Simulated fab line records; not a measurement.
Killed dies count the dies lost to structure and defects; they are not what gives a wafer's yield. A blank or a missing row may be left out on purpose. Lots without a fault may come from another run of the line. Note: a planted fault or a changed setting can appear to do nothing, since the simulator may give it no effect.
Chamber matching / flow sky130 / SKY_VIA4_ETCH_12 on rieDiel-02: 4 sister chambers
The step etches SiO2 in C4F8/O2/Ar, stops on TiN, target depth 580 nm. 4 wafers are shown with their chamber, then 11 later ones without.

== WAFERS WITH THEIR CHAMBER ==
wafer=L083.5; chamber=3; oesProductAu (a.u.)=0.920
wafer=L085.3; chamber=0; oesProductAu (a.u.)=0.920
wafer=L086.5; chamber=1; oesProductAu (a.u.)=0.918
wafer=L093.2; chamber=2; oesProductAu (a.u.)=0.926

== WAFERS WHOSE CHAMBER IS MISSING ==
wafer=L093.3; oesProductAu (a.u.)=0.919
wafer=L093.5; oesProductAu (a.u.)=0.929
wafer=L094.1; oesProductAu (a.u.)=0.930
wafer=L094.2; oesProductAu (a.u.)=0.929
wafer=L094.6; oesProductAu (a.u.)=0.925
wafer=L095.1; oesProductAu (a.u.)=0.926
wafer=L095.2; oesProductAu (a.u.)=0.926
wafer=L095.3; oesProductAu (a.u.)=0.915
wafer=L097.3; oesProductAu (a.u.)=0.929
wafer=L097.4; oesProductAu (a.u.)=0.926
wafer=L097.5; oesProductAu (a.u.)=0.931

== EACH ONE'S CHAMBER ==
wafer=L093.3; from the rows above=can't be placed: 0 or 1 or 3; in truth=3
wafer=L093.5; from the rows above=2; in truth=2
wafer=L094.1; from the rows above=2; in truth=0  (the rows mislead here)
wafer=L094.2; from the rows above=2; in truth=2
wafer=L094.6; from the rows above=can't be placed: 2 or 0 or 3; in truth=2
wafer=L095.1; from the rows above=2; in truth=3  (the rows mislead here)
wafer=L095.2; from the rows above=2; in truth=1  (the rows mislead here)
wafer=L095.3; from the rows above=can't be placed: 1 or 0 or 3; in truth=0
wafer=L097.3; from the rows above=2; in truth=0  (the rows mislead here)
wafer=L097.4; from the rows above=2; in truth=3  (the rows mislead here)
wafer=L097.5; from the rows above=2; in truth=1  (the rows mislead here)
Correctly placed: 2 of 11. Unplaceable from these rows: 3, with the true chamber sitting among the candidates in 3. Wrongly placed: 6.
How it was worked out, from the rows above alone: a wafer's distance from a chamber is the root of the sum, over the readings, of the square of ((its reading less the chamber's mean) divided by the reading's scatter). The wafer belongs to the nearest chamber; if the next one is less than 2 further off, it can't be placed. Each chamber's mean is taken over the wafers shown for it. The scatter: root of mean squared gap, hidden wafer to nearest shown wafer, with one shown wafer a chamber.
